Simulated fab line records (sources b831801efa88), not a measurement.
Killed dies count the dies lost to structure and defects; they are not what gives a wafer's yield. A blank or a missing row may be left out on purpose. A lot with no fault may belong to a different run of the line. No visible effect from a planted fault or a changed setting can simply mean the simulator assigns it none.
A struck lot beside a sound one / flow sfq line / 20 out of 325 route steps
Sound: wafers L685.1, L685.2, L685.5. Struck: wafer L693.2 (left out: L693.3, L693.4 of the same lot, which were not struck); the cause appears at the end.
Each step with rows lists, per side, the tool, then ch with its chambers, then its first start. Under that, the readings that differ: sound wafers / struck wafers / difference of the means / sigmas: that difference in standard deviations of wafers without a fault.
alike: readings with means less than 2 such deviations apart, plus words and numbers identical on both sides. not compared: withheld readings, readings lacking a value on some wafer, bounds such as >300 that could conceal the same value, and numbers that have no deviation in the record and whose values overlap.
Wherever a step has rows on one side only, a row that says differs or no value, or a row with sigmas, the two part there. Numbers that have no deviation but don't overlap get no sigmas and don't part them. Lack of a reading on every wafer of one side parts them only where that side has two or more wafers.

first, 2 steps without rows for these wafers: SFQ_TRILAYER_I0_VIA_LITHO_PEB_034 (peb time 60 s); SFQ_TRILAYER_I0_VIA_LITHO_DEVELOP_033 (time 60 s).
SFQ_I0_OVL_MEAS_908:
  struck on overlay-02, day 17 11:52; sound on overlay-02, day 16 20:16
  alike: I0_OVL
then, 1 step without rows for these wafers: SFQ_TRILAYER_I0_VIA_BARC_OPEN_VIA_ETCH_046 (etches BARC in O2, target depth 125 nm, time 41.7 s).
SFQ_TRILAYER_I0_VIA_ETCH_VIA_ETCH_034: etches SiO2 in CHF3, stops on Nb, target depth 260 nm.
  sound on rie diel-01 ch 0,1, day 16 20:20; struck on rie diel-03 ch 0, day 17 11:56
  alike: drypump motor current A, oes product au
SFQ_TRILAYER_I0_VIA_STRIP_STRIP_035: strips in O2.
  sound on rie metal-03 ch 0,1, day 16 20:27; struck on rie metal-02 ch 0, day 17 12:03
  alike: drypump motor current A, oes product au
  not compared: rf hours counter h
then, 2 steps without rows for these wafers: SFQ_TRILAYER_I0_VIA_STRIP_SOLV_CLEAN_036 (cleans in NMP, time 600 s); SFQ_TRILAYER_M1_DEP_PRE_CLEAN_038 (time 22.5 s).
SFQ_TRILAYER_M1_DEP_SPUTTER_037: material Nb, target thk 200 nm, time 133.3 s.
  struck on pvd sputter-05, day 17 12:52; sound on pvd sputter-05, day 16 21:15
  alike: throttle valve pct
SFQ_M1_RS_MEAS_909: measurement is done with a four-point probe.
  struck on film metro-03, day 17 12:59; sound on film metro-03, day 16 21:20
  alike: M1_NB_RS
then, 1 step without rows for these wafers: SFQ_TRILAYER_M1_LITHO_COAT_044 (resist thk 62 nm).
SFQ_TRILAYER_M1_LITHO_COAT_039: resist thk 600 nm.
  sound on litho track-01 ch 0, day 16 21:49; struck on litho track-01 ch 0, day 17 13:29
reading=model.KrF_of_TRILAYER_M1_LITHO_COAT_039.thk nm (nm); sound=602.5 601.8 600.6; struck=618; difference=+16; sigmas=
  alike: spin speed rpm
then, 4 steps without rows for these wafers: SFQ_TRILAYER_M1_LITHO_SOFTBAKE_043; SFQ_TRILAYER_M1_LITHO_EXPOSE_040 (exposes mask M1, target cd 500 nm); SFQ_TRILAYER_M1_LITHO_PEB_042 (peb time 60 s); SFQ_TRILAYER_M1_LITHO_DEVELOP_041 (time 60 s).
SFQ_M1_OVL_MEAS_911:
  struck on overlay-02, day 19 08:32; sound on overlay-01, day 18 16:55
  alike: M1_OVL
SFQ_TRILAYER_M1_BARC_OPEN_METAL_ETCH_054: etches BARC in O2, target depth 125 nm, time 41.7 s.
  sound on rie metal-04 ch 0,1, day 18 16:58; struck on rie metal-04 ch 0, day 19 08:34
  alike: drypump motor current A, oes product au
  not compared: rf hours counter h
SFQ_TRILAYER_M1_ETCH_METAL_ETCH_042: etches Nb in Cl2/Ar, stops on SiO2, target depth 240 nm, time 120 s.
  sound on rie metal-04 ch 0,1, day 18 17:01; struck on rie metal-04 ch 0, day 19 08:37
reading=model.KrF_of_TRILAYER_M1_LITHO_COAT_039.thk nm (nm); sound=386 378.9 379.1; struck=394.8; difference=+13.5; sigmas=
  alike: drypump motor current A, oes product au
  not compared: rf hours counter h
SFQ_TRILAYER_M1_STRIP_STRIP_043: strips in O2.
  sound on rie metal-04 ch 0,1, day 18 17:08; struck on rie metal-04 ch 0, day 19 08:44
  alike: drypump motor current A, oes product au
  not compared: rf hours counter h

## WHERE THEY PART
Nowhere in this record.

WHY: what had been put in by the simulator
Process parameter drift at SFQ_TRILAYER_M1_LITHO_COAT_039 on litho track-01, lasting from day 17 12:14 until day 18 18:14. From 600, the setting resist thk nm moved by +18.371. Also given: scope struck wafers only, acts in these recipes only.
